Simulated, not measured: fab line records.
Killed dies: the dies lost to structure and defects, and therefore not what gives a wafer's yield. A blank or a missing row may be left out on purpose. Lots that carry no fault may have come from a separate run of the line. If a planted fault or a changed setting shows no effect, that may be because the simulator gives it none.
Chamber matching / flow gf180mcu / GF_V4_CMP_04 on cmp-01: 4 sister chambers
The step polishes SiO2. 4 wafers are shown with their chamber, then 11 later ones without.

WAFERS, EACH WITH ITS CHAMBER
wafer=L462.3; chamber=3; motorCurrentA (A)=11.2
wafer=L466.2; chamber=0; motorCurrentA (A)=15.0
wafer=L473.4; chamber=2; motorCurrentA (A)=13.7
wafer=L477.1; chamber=1; motorCurrentA (A)=11.5

WAFERS WHOSE CHAMBER IS MISSING
wafer=L477.2; motorCurrentA (A)=12.9
wafer=L477.3; motorCurrentA (A)=14.2
wafer=L478.1; motorCurrentA (A)=11.5
wafer=L478.3; motorCurrentA (A)=11.2
wafer=L478.5; motorCurrentA (A)=11.4
wafer=L481.2; motorCurrentA (A)=14.0
wafer=L481.3; motorCurrentA (A)=13.9
wafer=L481.5; motorCurrentA (A)=11.7
wafer=L483.1; motorCurrentA (A)=11.8
wafer=L483.3; motorCurrentA (A)=15.1
wafer=L483.4; motorCurrentA (A)=10.9

EACH ONE'S CHAMBER
wafer=L477.2; from the rows above=can't be placed: 2 or 1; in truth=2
wafer=L477.3; from the rows above=can't be placed: 2 or 0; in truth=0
wafer=L478.1; from the rows above=can't be placed: 1 or 3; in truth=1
wafer=L478.3; from the rows above=can't be placed: 3 or 1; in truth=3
wafer=L478.5; from the rows above=can't be placed: 1 or 3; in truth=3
wafer=L481.2; from the rows above=2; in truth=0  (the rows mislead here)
wafer=L481.3; from the rows above=2; in truth=2
wafer=L481.5; from the rows above=can't be placed: 1 or 3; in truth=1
wafer=L483.1; from the rows above=can't be placed: 1 or 3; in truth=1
wafer=L483.3; from the rows above=0; in truth=0
wafer=L483.4; from the rows above=can't be placed: 3 or 1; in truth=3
Correctly placed: 2 of 11. These rows do not allow placing 8 (true chamber among the candidates in 8). Number placed wrongly: 1.
How it was worked out, from the rows above alone: a wafer's distance from a chamber is the root of the sum, over the readings, of the square of ((its reading less the chamber's mean) divided by the reading's scatter). The wafer belongs to the nearest chamber; if the next one is less than 2 further off, it can't be placed. Each chamber's mean is taken over the wafers shown for it. The scatter: root of mean squared gap, hidden wafer to nearest shown wafer, with one shown wafer a chamber.
